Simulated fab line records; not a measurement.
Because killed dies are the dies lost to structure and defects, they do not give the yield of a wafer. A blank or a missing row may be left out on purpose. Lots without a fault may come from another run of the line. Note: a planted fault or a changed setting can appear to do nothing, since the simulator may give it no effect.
fab line records	flow sky130
record lots=6	wafers=18	last-day=49
route steps=708 shown SD_N@350 SD_P@359 RES_XHIGH@360 SALICIDE@361 LI_CONTACT@362 PAD_OPEN@708
lots that met no fault: taken from a fault-free run of the same line
start-h: hours from the record's opening day to when the first of the lot's shown wafers began	wait-h: hours elapsed since this lot's preceding step	" the same as in the row above	L1.1+2: a row that stands for several wafers	- no value, or no start was given	* or withheld: withheld	< > ~ a bound
route shown NAME@n: names a module that has steps shown in the file, with the first one's number in the route	usual: mean/standard deviation of fault-free wafers	same: alike in all rows	chamber/n: place in a boat	sites: each site's reading	_std_site: the values' standard deviation	_edge_site: outer sites' mean less inner sites'	radius-mm: how far each site lies from the wafer's centre	mask NAME#n: copy n	behind: tool/chamber where the wafer was last shaped	hold: why the lot went on hold/how many hours it stayed there/how the hold came to an end	device: the transistor (n, p or np) that didn't switch	end of line: at the end of the route, the tests of the same wafers	where a step has no rows: the recipe by itself	killed: dies lost to structure and defects at the first sort, not the wafer's yield	map: shows each die of a wafer: x if killed, . if not, _ if none is there
set.NAME: the run value of the setting; set.NAME@STEP: its run value at that earlier step	model.NAME: the simulator's own value behind a step, which no gauge read
lots at some steps of the route; a table a step, a row a wafer
services: when a tool's chamber went out of use (start-h, in hours from the record's first day, below 0 if earlier), for how many hours, and the reason
## steps
# step SKY_SD_N_OVL_MEAS_08
# usual SD_N_OVL=0.1/1.4
lot.wafer	tool	chamber	start-h	wait-h	SD_N_OVL[nm]
L496.1	overlay-01	-	647.40	0.1	-0.2
L496.4	"	-	"	"	2.2
L496.5	"	-	"	"	1.0
L508.1	overlay-01	-	745.40	0.1	0.3
L508.2	"	-	"	"	3.0
L508.4	"	-	"	"	2.6
L510.1	overlay-01	-	760.50	0.1	-2.2
L510.4	"	-	"	"	-0.9
L510.6	"	-	"	"	1.5
L511.1	overlay-02	-	765.56	0.1	-2.1
L511.3	"	-	"	"	-2.6
L511.5	"	-	"	"	-1.2
L512.3	overlay-02	-	769.18	0.1	-1.0
L512.5	"	-	"	"	0.2
L512.6	"	-	"	"	-1.5
L513.1	overlay-01	-	784.65	0.1	-0.2
L513.3	"	-	"	"	0.2
L513.5	"	-	"	"	-1.1
# step SKY_SD_N_IMPLANT_09
# recipe species=As	energy-kev=50	dose-cm2=4e+15	tilt-deg=0
# step SKY_SD_N_IMPLANT_10
# recipe species=P	energy-kev=20	dose-cm2=1e+14	tilt-deg=0
# step SKY_SD_N_STRIP_11
# recipe chemistry=O2/N2	power-w=1400	pressure-mtorr=1500	platen-temp-c=withheld	o2-flow-sccm=3000	n2-flow-sccm=300	overash-fraction=0.5
# usual drypump-motor-current-A=5.9/0.48	oes-product-au=0.528/0.0045	strip-time-to-endpoint-s=22.55/0.038
lot.wafer	tool	chamber	start-h	wait-h	drypump-motor-current-A	oes-product-au	rf-hours-counter-h	strip-time-to-endpoint-s
L496.1	plasma-asher-01	1	647.73	0.1	5.6	0.533	21	22.58
L496.4	"	0	"	"	5.2	0.523	-	22.51
L496.5	"	0	"	"	5.3	0.531	-	22.53
L508.1	plasma-asher-04	1	745.74	0.1	6.2	0.529	0	22.50
L508.2	"	0	"	"	5.8	0.531	0	22.55
L508.4	"	1	"	"	6.2	0.521	-	22.52
L510.1	plasma-asher-04	0	760.84	0.1	5.9	0.527	2	22.56
L510.4	"	1	"	"	6.2	0.536	-	22.53
L510.6	"	0	"	"	5.9	0.531	-	22.54
L511.1	plasma-asher-01	1	765.89	0.1	5.6	0.531	32	22.62
L511.3	"	1	"	"	5.6	0.529	-	22.66
L511.5	"	1	"	"	5.6	0.528	-	22.66
L512.3	plasma-asher-03	1	769.54	0.1	5.5	0.516	-	22.61
L512.5	"	1	"	"	5.6	0.534	-	22.55
L512.6	"	0	"	"	6.7	0.530	-	22.55
L513.1	plasma-asher-04	1	784.99	0.1	6.2	0.530	4	22.52
L513.3	"	0	"	"	5.9	0.531	-	22.52
L513.5	"	1	"	"	6.2	0.522	-	22.53
# step SKY_SD_N_TW_MEAS_12
# usual SD_N_TW=3995/41
lot.wafer	tool	chamber	start-h	wait-h	SD_N_TW
L496.1	film-metro-03	-	647.83	0.1	3966
L496.4	"	-	"	"	3964
L496.5	"	-	"	"	3984
L508.1	film-metro-03	-	745.84	0.1	3967
L508.2	"	-	"	"	3966
L508.4	"	-	"	"	3957
L510.1	film-metro-03	-	760.94	0.1	3947
L510.4	"	-	"	"	3949
L510.6	"	-	"	"	3979
L511.1	film-metro-02	-	765.99	0.1	4012
L511.3	"	-	"	"	4011
L511.5	"	-	"	"	4036
L512.3	film-metro-03	-	769.62	0.1	4065
L512.5	"	-	"	"	4043
L512.6	"	-	"	"	4058
L513.1	film-metro-02	-	785.09	0.1	3989
L513.3	"	-	"	"	3993
L513.5	"	-	"	"	3998
# step SKY_SD_N_CLEAN_13
# recipe chemistry=SC1/SC2	mix=1:4:20	temp-c=70	time-s=150	dry=n2-spin
# step SKY_SD_N_RTA_14
# recipe temp-c=1075	time-s=2	idle-temp-c=650	ramp-up-c-per-s=150	ramp-down-c-per-s=90	ambient=N2
# usual lamp-power-pct=15.74/0.059	ramp-up-c-per-s=150.00/0.03	wafer_temp_C_max=1077.9/1.2
lot.wafer	tool	chamber	start-h	wait-h	lamp-power-pct	ramp-up-c-per-s	wafer_temp_C_max
L496.1	rtp-anneal-01	0	647.94	0.0	15.73	149.99	1078.1
L496.4	"	0	"	"	15.70	150.04	1079.8
L496.5	"	0	"	"	15.75	150.02	1076.5
L508.1	rtp-anneal-01	0	745.95	0.0	15.75	149.98	1077.1
L508.2	"	0	"	"	15.85	150.03	1078.7
L508.4	"	0	"	"	15.72	150.00	1076.6
L510.1	rtp-anneal-01	0	761.05	0.0	15.80	150.01	1077.2
L510.4	"	0	"	"	15.82	150.04	1077.2
L510.6	"	0	"	"	15.72	149.98	1077.6
L511.1	rtp-anneal-02	0	766.10	0.0	15.73	149.98	1076.9
L511.3	"	0	"	"	15.74	150.01	1078.4
L511.5	"	0	"	"	15.71	149.95	1078.8
L512.3	rtp-anneal-01	0	769.73	0.0	15.77	150.02	1078.2
L512.5	"	0	"	"	15.73	149.97	1078.0
L512.6	"	0	"	"	15.68	150.02	1079.8
L513.1	rtp-anneal-02	0	785.25	0.0	15.77	150.02	1077.8
L513.3	"	0	"	"	15.77	149.95	1077.0
L513.5	"	0	"	"	15.75	150.05	1077.5
# step SKY_SD_N_RS_MEAS_16
# recipe thk-meas-gauge=four-point-probe
# usual SD_N_RS=68.46/0.12
lot.wafer	tool	chamber	start-h	wait-h	SD_N_RS[ohm/sq]
L496.1	film-metro-02	-	648.12	0.1	68.41
L496.4	"	-	"	"	68.29
L496.5	"	-	"	"	68.21
L508.1	film-metro-02	-	746.12	0.1	68.48
L508.2	"	-	"	"	68.53
L508.4	"	-	"	"	68.42
L510.1	film-metro-02	-	761.22	0.1	68.32
L510.4	"	-	"	"	68.43
L510.6	"	-	"	"	68.35
L511.1	film-metro-02	-	766.28	0.1	68.44
L511.3	"	-	"	"	68.55
L511.5	"	-	"	"	68.39
L512.3	film-metro-01	-	769.93	0.1	68.58
L512.5	"	-	"	"	68.58
L512.6	"	-	"	"	68.71
L513.1	film-metro-02	-	785.42	0.1	68.14
L513.3	"	-	"	"	68.30
L513.5	"	-	"	"	68.33
# step SKY_SD_N_RS_MEAS_17
# recipe thk-meas-gauge=four-point-probe
# usual SD_P_RS=146.9/0.43
lot.wafer	tool	chamber	start-h	wait-h	SD_P_RS[ohm/sq]
L496.1	film-metro-02	-	648.24	0.1	146.7
L496.4	"	-	"	"	146.4
L496.5	"	-	"	"	146.2
L508.1	film-metro-02	-	746.24	0.1	146.3
L508.2	"	-	"	"	146.7
L508.4	"	-	"	"	146.7
L510.1	film-metro-02	-	761.34	0.1	146.5
L510.4	"	-	"	"	146.4
L510.6	"	-	"	"	146.3
L511.1	film-metro-02	-	766.40	0.1	147.3
L511.3	"	-	"	"	147.4
L511.5	"	-	"	"	147.2
L512.3	film-metro-01	-	770.05	0.1	147.2
L512.5	"	-	"	"	147.3
L512.6	"	-	"	"	147.3
L513.1	film-metro-02	-	785.54	0.1	146.2
L513.3	"	-	"	"	146.1
L513.5	"	-	"	"	146.3
# step SKY_SD_N_RS_MEAS_18
# recipe thk-meas-gauge=four-point-probe
# usual RES_XHIGH_RS=332.8/1.1
lot.wafer	tool	chamber	start-h	wait-h	RES_XHIGH_RS[ohm/sq]
L496.1	film-metro-02	-	648.36	0.1	331.7
L496.4	"	-	"	"	332.6
L496.5	"	-	"	"	331.9
L508.1	film-metro-02	-	746.36	0.1	331.9
L508.2	"	-	"	"	333.7
L508.4	"	-	"	"	332.9
L510.1	film-metro-02	-	761.46	0.1	332.5
L510.4	"	-	"	"	333.7
L510.6	"	-	"	"	333.4
L511.1	film-metro-02	-	766.52	0.1	333.9
L511.3	"	-	"	"	333.8
L511.5	"	-	"	"	334.5
L512.3	film-metro-01	-	770.17	0.1	333.6
L512.5	"	-	"	"	332.5
L512.6	"	-	"	"	331.7
L513.1	film-metro-02	-	785.66	0.1	332.2
L513.3	"	-	"	"	331.6
L513.5	"	-	"	"	332.0
# step SKY_SALICIDE_CLEAN_00
# recipe chemistry=HF-last	time-s=30	dilution=100:1	dry=ipa-marangoni
# step SKY_LI_CONTACT_HDPCVD_00
# recipe material=PSG	target-thk-nm=930	sigma-open-frac=0.3	time-s=155	temp-c=600	sih4-flow-sccm=60	pressure-mtorr=6
# usual run-length-s=182.9/0.48
lot.wafer	tool	chamber	start-h	wait-h	run-length-s	model.PSG_of_LI_CONTACT_HDPCVD_00.thk-nm
L496.1	hdpcvd-02	1	648.50	0.0	182.9	944.1
L496.4	"	1	"	"	182.9	945.7
L496.5	"	2	"	"	183.6	949.4
L508.1	hdpcvd-01	2	746.50	0.0	182.9	923.4
L508.2	"	0	"	"	183.2	923.2
L508.4	"	2	"	"	183.3	926.8
L510.1	hdpcvd-02	1	761.60	0.0	183.3	952.4
L510.4	"	2	"	"	183.0	947.5
L510.6	"	1	"	"	182.6	939.7
L511.1	hdpcvd-01	1	766.65	0.0	202.6	1040
L511.3	"	0	"	"	203.5	1044
L511.5	"	1	"	"	202.7	1045
L512.3	hdpcvd-01	1	770.26	0.0	202.6	1043
L512.5	"	0	"	"	204.0	1045
L512.6	"	2	"	"	203.4	1048
L513.1	hdpcvd-02	1	785.81	0.0	182.6	938.3
L513.3	"	0	"	"	182.6	943.4
L513.5	"	2	"	"	183.1	942.8
# step SKY_LI_CONTACT_THK_MEAS_01
# recipe reads=PSG_of_LI_CONTACT_HDPCVD_00
# usual LI_CONTACT_HDPCVD_THK=931/12
lot.wafer	tool	chamber	start-h	wait-h	LI_CONTACT_HDPCVD_THK[nm]
L496.1	film-metro-03	-	648.60	0.1	945
L496.4	"	-	"	"	945
L496.5	"	-	"	"	950
L508.1	film-metro-03	-	746.60	0.1	923
L508.2	"	-	"	"	923
L508.4	"	-	"	"	927
L510.1	film-metro-03	-	761.70	0.1	953
L510.4	"	-	"	"	947
L510.6	"	-	"	"	940
L511.1	film-metro-02	-	766.75	0.1	1041
L511.3	"	-	"	"	1043
L511.5	"	-	"	"	1046
L512.3	film-metro-03	-	770.39	0.1	1043
L512.5	"	-	"	"	1045
L512.6	"	-	"	"	1049
L513.1	film-metro-01	-	785.91	0.1	938
L513.3	"	-	"	"	944
L513.5	"	-	"	"	942
# step SKY_LI_CONTACT_CMP_02
# recipe material=PSG	down-force-psi=4	platen-rpm=60	pad-velocity-m-s=0.94248
# usual motor-current-A=11.6/0.81	time-to-endpoint-s=32.7/2.5
lot.wafer	tool	chamber	start-h	wait-h	motor-current-A	time-to-endpoint-s
L496.4	cmp-02	3	648.66	0.0	10.8	37.0
L496.1	"	1	"	"	12.8	38.6
L496.5	"	0	"	"	10.6	39.5
L508.2	cmp-01	2	747.35	0.7	12.4	32.4
L508.1	"	3	"	"	11.2	29.6
L508.4	"	0	"	"	10.2	32.1
L510.1	cmp-02	2	761.81	0.1	12.4	34.2
L510.4	"	0	"	"	11.6	34.2
L510.6	"	2	"	"	12.3	32.6
L511.3	cmp-02	1	766.81	0.0	11.9	42.3
L511.1	"	0	"	"	10.8	45.2
L511.5	"	2	"	"	12.2	43.3
L512.3	cmp-01	0	770.48	0.1	10.5	46.6
L512.5	"	3	"	"	11.9	45.6
L512.6	"	0	"	"	10.5	43.0
L513.1	cmp-02	1	786.07	0.1	12.2	28.5
L513.3	"	2	"	"	12.2	31.4
L513.5	"	3	"	"	11.0	30.2
# step SKY_LI_CONTACT_BOW_MEAS_03
# recipe mode=bow
# usual LI_CONTACT_BOW=54/6.6
lot.wafer	tool	chamber	start-h	wait-h	LI_CONTACT_BOW[um]
L496.1	film-metro-02	-	648.96	0.1	48
L496.4	"	-	"	"	58
L496.5	"	-	"	"	56
L508.1	film-metro-01	-	747.60	0.1	59
L508.2	"	-	"	"	59
L508.4	"	-	"	"	52
L510.1	film-metro-01	-	762.06	0.2	55
L510.4	"	-	"	"	52
L510.6	"	-	"	"	45
L511.1	film-metro-03	-	767.11	0.1	61
L511.3	"	-	"	"	55
L511.5	"	-	"	"	50
L512.3	film-metro-02	-	770.77	0.2	45
L512.5	"	-	"	"	63
L512.6	"	-	"	"	50
L513.1	film-metro-02	-	786.27	0.1	54
L513.3	"	-	"	"	50
L513.5	"	-	"	"	51
# step SKY_PAD_OPEN_PROBE_99
# usual killed_at_M0_to_M3=43/7	killed_at_M4_up=3.1/2	killed-at-contacts=24/5.3	killed-at-front-end=15/4.2	killed-at-other=0.4/0.66	killed-dies=86/9.5	killed-open=47/7.4	killed-short=38/6.2
# same gross-dies=492	killed-at-back-side=0
lot.wafer	tool	chamber	start-h	wait-h	killed_at_M0_to_M3	killed_at_M4_up	killed-at-contacts	killed-at-front-end	killed-at-other	killed-dies	killed-open	killed-short
L496.1	prober-01	-	1074.77	0.1	51	4	24	18	0	97	59	38
L496.4	prober-01	-	1074.92	0.2	47	4	32	9	0	92	58	34
L496.5	prober-01	-	1074.97	0.2	36	2	19	14	1	72	46	26
L508.1	prober-02	-	1147.09	0.1	49	3	25	17	0	94	51	43
L508.2	prober-02	-	1147.14	0.1	47	1	27	21	0	96	57	39
L508.4	prober-02	-	1147.24	0.2	56	4	21	24	0	105	55	50
L512.3	prober-02	-	1162.13	0.2	44	1	24	20	0	89	47	42
L512.5	prober-02	-	1162.23	0.2	42	0	36	15	1	94	49	44
L512.6	prober-02	-	1162.28	0.2	46	1	29	18	1	95	54	40
# killed by level:class
L496.1 VIA1:geometric-particle:open=16 LI_CONTACT:geometric-particle:open=8 CONTACT:geometric-particle:open=8 FIELD_ISO:geometric-particle:open=7 METAL1:geometric-particle:short=6 VIA2:geometric-particle:open=6 VIA3:geometric-particle:open=5 POLY_GATE:geometric-particle:open=4
L496.4 CONTACT:geometric-particle:open=13 LI_CONTACT:geometric-particle:open=9 VIA2:geometric-particle:open=9 VIA3:geometric-particle:open=7 VIA1:geometric-particle:short=7 VIA1:geometric-particle:open=7 METAL2:geometric-particle:short=6 LOCAL_INTERCONNECT:geometric-particle:short=4
L496.5 VIA1:geometric-particle:open=14 LI_CONTACT:geometric-particle:open=12 VIA2:geometric-particle:open=6 FIELD_ISO:geometric-particle:short=5 LOCAL_INTERCONNECT:geometric-particle:short=5 VIA3:geometric-particle:open=5 METAL2:geometric-particle:short=4 FIELD_ISO:geometric-particle:open=3
L508.1 CONTACT:geometric-particle:open=12 VIA1:geometric-particle:open=9 VIA3:geometric-particle:open=9 CONTACT:geometric-particle:short=8 POLY_GATE:geometric-particle:open=7 VIA2:geometric-particle:open=6 METAL2:geometric-particle:short=5 METAL1:geometric-particle:short=4
L508.2 VIA1:geometric-particle:open=12 CONTACT:geometric-particle:open=10 LI_CONTACT:geometric-particle:open=7 VIA3:geometric-particle:open=7 METAL2:geometric-particle:short=6 POLY_GATE:geometric-particle:short=5 POLY_GATE:geometric-particle:open=5 CONTACT:geometric-particle:short=5
L508.4 VIA1:geometric-particle:open=13 METAL1:geometric-particle:short=11 CONTACT:geometric-particle:open=11 POLY_GATE:geometric-particle:short=8 VIA2:geometric-particle:open=7 FIELD_ISO:geometric-particle:open=5 POLY_GATE:geometric-particle:open=5 METAL2:geometric-particle:short=5
L512.3 VIA2:geometric-particle:open=9 FIELD_ISO:geometric-particle:open=7 CONTACT:geometric-particle:open=7 METAL1:geometric-particle:short=7 VIA1:geometric-particle:open=6 POLY_GATE:geometric-particle:open=6 VIA1:geometric-particle:short=6 LI_CONTACT:geometric-particle:open=5
L512.5 CONTACT:geometric-particle:open=10 VIA2:geometric-particle:open=10 LI_CONTACT:geometric-particle:open=9 CONTACT:geometric-particle:short=8 VIA3:geometric-particle:open=5 FIELD_ISO:geometric-particle:open=5 LOCAL_INTERCONNECT:geometric-particle:short=5 VIA1:geometric-particle:open=5
L512.6 VIA1:geometric-particle:open=15 CONTACT:geometric-particle:open=9 FIELD_ISO:geometric-particle:short=8 LI_CONTACT:geometric-particle:open=8 FIELD_ISO:geometric-particle:open=6 LOCAL_INTERCONNECT:geometric-particle:short=5 METAL2:geometric-particle:short=5 VIA3:geometric-particle:open=5
## services
tool	chamber	start-h	hours	kind
plasma-asher-03	-	625.50	5.5	repair
plasma-asher-03	-	630.99	2.8	pm
cmp-02	-	633.30	3.9	repair
hdpcvd-01	-	636.71	5.4	repair
hdpcvd-02	-	650.75	15.0	pm
hdpcvd-02	0	650.75	15.0	vent-cycle
hdpcvd-02	1	650.75	15.0	vent-cycle
hdpcvd-02	2	650.75	17.7	vent-cycle
cmp-01	-	653.47	4.7	repair
cmp-01	-	655.12	3.9	repair
hdpcvd-02	2	662.02	6.4	repair
hdpcvd-02	0	665.75	-	clean
hdpcvd-02	1	665.75	-	clean
hdpcvd-02	2	665.75	-	clean
plasma-asher-01	-	669.85	1.6	repair
hdpcvd-01	-	707.49	6.0	pm
hdpcvd-01	-	714.48	0.5	repair
plasma-asher-04	-	733.75	9.0	pm
cmp-02	-	744.23	4.0	pm
cmp-02	-	748.23	-	consumable-replace:conditioner
cmp-02	-	748.23	-	consumable-replace:pad
cmp-02	-	748.23	5.8	pm
cmp-02	-	771.17	0.5	repair
cmp-02	-	782.75	1.2	repair
## key
first-sign step=SKY_LI_CONTACT_HDPCVD_00	reading=run-length-s	direction=up	sigmas=43	usual=*	struck=*
effect step=SKY_LI_CONTACT_THK_MEAS_01	reading=LI_CONTACT_HDPCVD_THK	direction=up	sigmas=9.1	usual=931	struck=1044
effect step=SKY_LI_CONTACT_CMP_02	reading=time-to-endpoint-s	direction=up	sigmas=4.7	usual=*	struck=*
model-effect step=SKY_LI_CONTACT_HDPCVD_00	value=PSG_of_LI_CONTACT_HDPCVD_00.thk-nm	without=923.1	struck=1044
met-at SKY_LI_CONTACT_HDPCVD_00
struck-wafers L511.1,L511.3,L511.5,L512.3,L512.5,L512.6
tester-left-out L511,L512
onset-between 746.50 766.65
fault kind=process-parameter-drift	tool=hdpcvd-01	chamber=-	onset-h=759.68	steps=SKY_LI_CONTACT_HDPCVD_00	channel=time-s	offset=*	shape=step	end-h=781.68	acts-in=*	stated=*
# tester-left-out: of these lots the tester's yield and bins aren't shown, on N5 and GAA mostly nor the transistor test; their killed dies are dies lost to structure and defects alone, not to doping, threshold or leakage, so they don't give the yield
